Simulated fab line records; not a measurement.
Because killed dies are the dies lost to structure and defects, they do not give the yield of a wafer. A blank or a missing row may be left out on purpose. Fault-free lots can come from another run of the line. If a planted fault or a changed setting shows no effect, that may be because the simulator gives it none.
Chamber matching / flow sky130 / SKY_POLY_GATE_ETCH_17 on rie-si-02 has 4 sister chambers
The step etches poly-Si in HBr/Cl2, stops on SiO2, target depth 180 nm, time 70.5 s. 8 wafers are shown with their chamber, then 11 later ones without.

EACH WAFER AND ITS CHAMBER
wafer=L082.6; chamber=3; drypump-motor-current-A (A)=5.4; oes-product-au (a.u.)=0.984
wafer=L084.5; chamber=2; drypump-motor-current-A (A)=4.9; oes-product-au (a.u.)=0.992
wafer=L086.3; chamber=3; drypump-motor-current-A (A)=5.4; oes-product-au (a.u.)=0.979
wafer=L086.5; chamber=1; drypump-motor-current-A (A)=5.9; oes-product-au (a.u.)=0.987
wafer=L086.6; chamber=2; drypump-motor-current-A (A)=4.8; oes-product-au (a.u.)=0.980
wafer=L088.2; chamber=1; drypump-motor-current-A (A)=5.9; oes-product-au (a.u.)=0.997
wafer=L088.6; chamber=0; drypump-motor-current-A (A)=6.5; oes-product-au (a.u.)=0.994
wafer=L090.1; chamber=0; drypump-motor-current-A (A)=6.6; oes-product-au (a.u.)=0.996

WAFERS WHOSE CHAMBER IS MISSING
wafer=L090.2; drypump-motor-current-A (A)=4.9; oes-product-au (a.u.)=0.990
wafer=L090.6; drypump-motor-current-A (A)=6.6; oes-product-au (a.u.)=0.981
wafer=L092.1; drypump-motor-current-A (A)=6.6; oes-product-au (a.u.)=0.982
wafer=L092.2; drypump-motor-current-A (A)=5.4; oes-product-au (a.u.)=0.983
wafer=L092.4; drypump-motor-current-A (A)=4.8; oes-product-au (a.u.)=0.990
wafer=L094.1; drypump-motor-current-A (A)=5.9; oes-product-au (a.u.)=0.983
wafer=L094.2; drypump-motor-current-A (A)=6.6; oes-product-au (a.u.)=0.985
wafer=L094.4; drypump-motor-current-A (A)=5.9; oes-product-au (a.u.)=0.990
wafer=L097.2; drypump-motor-current-A (A)=5.4; oes-product-au (a.u.)=0.980
wafer=L097.5; drypump-motor-current-A (A)=5.9; oes-product-au (a.u.)=0.989
wafer=L097.6; drypump-motor-current-A (A)=6.5; oes-product-au (a.u.)=0.981

THE CHAMBER EACH PASSED THROUGH
wafer=L090.2; from the rows above=2; in truth=2
wafer=L090.6; from the rows above=0; in truth=0
wafer=L092.1; from the rows above=0; in truth=0
wafer=L092.2; from the rows above=3; in truth=3
wafer=L092.4; from the rows above=2; in truth=2
wafer=L094.1; from the rows above=1; in truth=1
wafer=L094.2; from the rows above=0; in truth=0
wafer=L094.4; from the rows above=1; in truth=1
wafer=L097.2; from the rows above=3; in truth=3
wafer=L097.5; from the rows above=1; in truth=1
wafer=L097.6; from the rows above=0; in truth=0
11 of 11 placed correctly. Left unplaced by these rows: 0. Placed wrongly: 0.
How it was worked out, from the rows above alone: a wafer's distance from a chamber is the root of the sum, over the readings, of the square of ((its reading less the chamber's mean) divided by the reading's scatter). The wafer belongs to the nearest chamber; if the next one is less than 2 further off, it can't be placed. Each chamber's mean is taken over the wafers shown for it. How the scatter is found: for the shown wafers, subtract from each reading the mean of its chamber, square and add these, divide the total by (wafers less chambers), then take the root.
